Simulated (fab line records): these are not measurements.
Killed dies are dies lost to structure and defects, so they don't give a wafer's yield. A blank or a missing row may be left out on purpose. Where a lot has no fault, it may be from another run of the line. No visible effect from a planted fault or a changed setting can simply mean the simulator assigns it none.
What tool caused it? :: flow sky130 :: 7 lots, 21 wafers sampled, at 2 steps of a route of 708

== WHAT THE GAUGES SHOWED, per wafer ==
SKY_VIA4_BOW_MEAS_03.
lot: L980
measured: day 42 00:21
on: film-metro-02
VIA4_BOW (um): 74 100 79

lot: L983
measured: day 43 01:31
on: film-metro-04
VIA4_BOW (um): 85 79 77

lot: L985
measured: day 43 17:47
on: film-metro-02
VIA4_BOW (um): 59 86 75

lot: L987
measured: day 44 02:51
on: film-metro-03
VIA4_BOW (um): 91 81 89

lot: L990
measured: day 45 03:23
on: film-metro-03
VIA4_BOW (um): 148 137 151 - - -

lot: L100
measured: day 47 15:46
on: film-metro-03
VIA4_BOW (um): 89 77 73

lot: L102
measured: day 48 04:57
on: film-metro-03
VIA4_BOW (um): 69 63 81

== TOOL THAT RAN EACH LOT (tool first, then ch and the chambers of the sampled wafers, then the start) ==
lot: L980
SKY_VIA4_CMP_02: cmp-01 ch 0,1,2, day 42 00:06

lot: L983
SKY_VIA4_CMP_02: cmp-01 ch 0,3, day 43 01:13

lot: L985
SKY_VIA4_CMP_02: cmp-02 ch 2,3, day 43 17:32

lot: L987
SKY_VIA4_CMP_02: cmp-02 ch 0,1, day 44 02:32

lot: L990
SKY_VIA4_CMP_02: cmp-02 ch 1,2,3, day 45 03:06

lot: L100
SKY_VIA4_CMP_02: cmp-02 ch 0,1,3, day 47 15:28

lot: L102
SKY_VIA4_CMP_02: cmp-01 ch 0,1,2, day 48 04:39
- SKY_VIA4_CMP_02: polishes SiO2.

== THE ANSWER, worked out from the rows above alone ==
Rule: the usual values come from the lots themselves. Put in order of their means at a reading, lots are off if they are a third of the lots or fewer, leave a main group of 4 or more, and stand apart from it by a gap of 3 or more times the standard deviation of the main group's means; of several such gaps the widest counts. If all means in a main group match to the digits the tables above print for the reading, that group is not used. Also off: a lot with no number at a reading for which 4 or more lots have one. All remaining lots with rows at the step are treated as sound.
Off: L990, seen at SKY_VIA4_BOW_MEAS_03 (VIA4_BOW). For the main group the mean is 79 um and the standard deviation 5.6.
A tool fits if, at a process step before that reading, it ran every lot that is off, and no sound lot after the first of them. Those tools and the gauges at SKY_VIA4_BOW_MEAS_03 are tried in the same way. Not one of the candidates tried fits.

== WHAT THE SIMULATOR HAD INSERTED ==
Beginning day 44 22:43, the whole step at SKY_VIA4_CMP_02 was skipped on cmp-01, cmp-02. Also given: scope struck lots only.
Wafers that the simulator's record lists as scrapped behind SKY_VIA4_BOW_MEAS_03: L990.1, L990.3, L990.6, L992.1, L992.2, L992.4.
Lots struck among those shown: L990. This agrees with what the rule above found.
